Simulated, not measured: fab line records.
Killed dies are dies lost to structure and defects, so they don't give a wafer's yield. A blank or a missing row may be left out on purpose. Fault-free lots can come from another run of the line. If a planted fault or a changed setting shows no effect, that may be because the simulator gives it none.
What tool caused it?	flow gf180mcu	12 lots, 36 wafers sampled, at 4 steps of a route of 602

WHAT THE GAUGES READ, wafer by wafer
GF_STI_THK_MEAS_22.
lot	measured	on	STI_OXIDATION_01_THK (nm)
L186	day 2 13:53	film_metro-01	14.6 14.6 14.6
L187	day 2 19:28	film_metro-01	15.2 15.5 15.0
L191	day 3 17:12	film_metro-01	15.3 15.3 15.2
L194	day 4 07:53	film_metro-04	14.6 14.8 14.7
L196	day 4 17:16	film_metro-04	14.6 14.7 14.7
L197	day 4 22:29	film_metro-04	14.6 14.4 14.5
L201	day 5 18:44	film_metro-04	14.8 14.8 14.9
L202	day 6 00:10	film_metro-01	15.1 15.2 15.1
L203	day 6 06:16	film_metro-02	14.8 14.9 14.5
L204	day 6 11:26	film_metro-04	14.4 14.4 14.5
L206	day 6 20:18	film_metro-02	14.7 14.5 14.8
L207	day 7 03:53	film_metro-04	15.0 15.0 14.8

GF_VT_IMPLANT_OVL_MEAS_18.
lot	measured	on	VT_IMPLANT_01_OVL (nm)
L186	day 6 20:22	overlay-01	-0.9 -2.1 -1.5
L187	day 7 04:28	overlay-02	-0.3 -0.4 -1.1
L191	day 8 04:06	overlay-02	-1.1 -1.9 -0.4
L194	day 8 23:40	overlay-01	-0.5 -1.9 0.3
L196	day 9 10:16	overlay-02	- - -
L197	day 9 15:07	overlay-02	- - -
L201	day 10 18:46	overlay-01	-0.9 -1.7 -1.2
L202	day 11 01:20	overlay-01	0.3 -1.0 -0.6
L203	day 11 08:45	overlay-01	0.2 0.0 0.2
L204	day 11 13:43	overlay-01	1.2 1.7 0.7
L206	day 12 02:13	overlay-01	0.5 0.1 -0.9
L207	day 12 12:52	overlay-01	-1.4 -1.4 -0.7

GF_VT_IMPLANT_TW_MEAS_32.
lot	measured	on	VT_IMPLANT_3_TW
L186	day 7 12:33	film_metro-03	268.7 267.5 269.5
L187	day 7 20:38	film_metro-03	267.9 268.7 266.9
L191	day 8 21:44	film_metro-04	268.4 268.4 267.4
L194	day 9 16:58	film_metro-04	270.1 267.6 268.0
L196	day 10 04:34	film_metro-04	1216.0 1213.9 1215.9 1215.4 1220.6 1223.6
L197	day 10 09:19	film_metro-04	1213.4 1216.7 1216.8 1213.2 1214.7 1221.8
L201	day 11 13:41	film_metro-03	269.0 268.3 267.2
L202	day 11 20:11	film_metro-03	268.3 269.2 269.5
L203	day 12 04:46	film_metro-04	269.3 269.4 269.1
L204	day 12 09:54	film_metro-04	268.3 269.5 267.8
L206	day 12 21:53	film_metro-04	267.6 266.3 269.0
L207	day 13 08:52	film_metro-04	267.1 268.1 267.8

WHAT TOOL EACH LOT RAN ON (gives the tool, then ch and the chambers of the sampled wafers, and finally the start)
lot	GF_VT_IMPLANT_COAT_13
L186	litho_track-03 ch 0, day 6 13:05
L187	litho_track-02 ch 0, day 6 20:09
L191	litho_track-03 ch 0, day 7 19:46
L194	litho_track-03 ch 0, day 8 14:52
L196	litho_track-02, day 9 02:21
L197	litho_track-01, day 9 06:51
L201	litho_track-03 ch 0, day 10 09:58
L202	litho_track-01 ch 0, day 10 15:58
L203	litho_track-01 ch 0, day 10 23:31
L204	litho_track-01 ch 0, day 11 04:42
L206	litho_track-03 ch 0, day 11 16:55
L207	litho_track-01 ch 0, day 12 03:19
- GF_VT_IMPLANT_COAT_13: resist thk 1000 nm.

WHAT THE TOOLS THEMSELVES READ (means of the sampled wafers that have a number; where no wafer has one, the mark that the record gives instead)
GF_VT_IMPLANT_COAT_13.
lot	tool	chill_plate_temp_C (C)	dispense_pressure_kPa (kPa)	exhaust_pa (Pa)
L186	litho_track-03	22.88	48.5	44.4
L187	litho_track-02	23.00	52.9	45.4
L191	litho_track-03	23.04	48.5	45.3
L194	litho_track-03	23.00	48.5	45.9
L196	litho_track-02	-	-	-
L197	litho_track-01	-	-	-
L201	litho_track-03	22.95	48.5	43.8
L202	litho_track-01	23.08	46.5	44.3
L203	litho_track-01	22.97	46.6	45.4
L204	litho_track-01	23.08	46.6	45.5
L206	litho_track-03	22.93	48.5	45.2
L207	litho_track-01	22.94	46.6	44.9

THE ANSWER, worked out from the rows above alone
Rule: usual is defined by the lots themselves. Put in order of their means at a reading, lots are off if they are a third of the lots or fewer, leave a main group of 4 or more, and stand apart from it by a gap of 3 or more times the standard deviation of the main group's means; of several such gaps the widest counts. The tables above print the reading to a certain number of digits; a main group whose means all agree to those digits is not used. Also off: a lot with no number at a reading for which 4 or more lots have one. All remaining lots with rows at the step are treated as sound. After the gauges, taken in route order, come the tools' own readings; for these a lot's mean is taken, as printed above. The first step at which some lot is off is used, and at that step the reading that is off furthest; a lot without a number counts as furthest.
Off: L196, L197, seen at GF_VT_IMPLANT_OVL_MEAS_18 (VT_IMPLANT_01_OVL). Without a number there: L196, L197. For the main group the mean is -0.6 nm and the standard deviation 0.77.
If a tool, at a process step before that reading, ran all the lots that are off and no sound lot after the first of them, it fits. The gauges at GF_VT_IMPLANT_OVL_MEAS_18 aren't tried: what is off there is off at GF_VT_IMPLANT_TW_MEAS_32 too, on other tools, and a gauge's error can't cause that. Of those tried, none fits.

WHAT THE SIMULATOR HAD INSERTED
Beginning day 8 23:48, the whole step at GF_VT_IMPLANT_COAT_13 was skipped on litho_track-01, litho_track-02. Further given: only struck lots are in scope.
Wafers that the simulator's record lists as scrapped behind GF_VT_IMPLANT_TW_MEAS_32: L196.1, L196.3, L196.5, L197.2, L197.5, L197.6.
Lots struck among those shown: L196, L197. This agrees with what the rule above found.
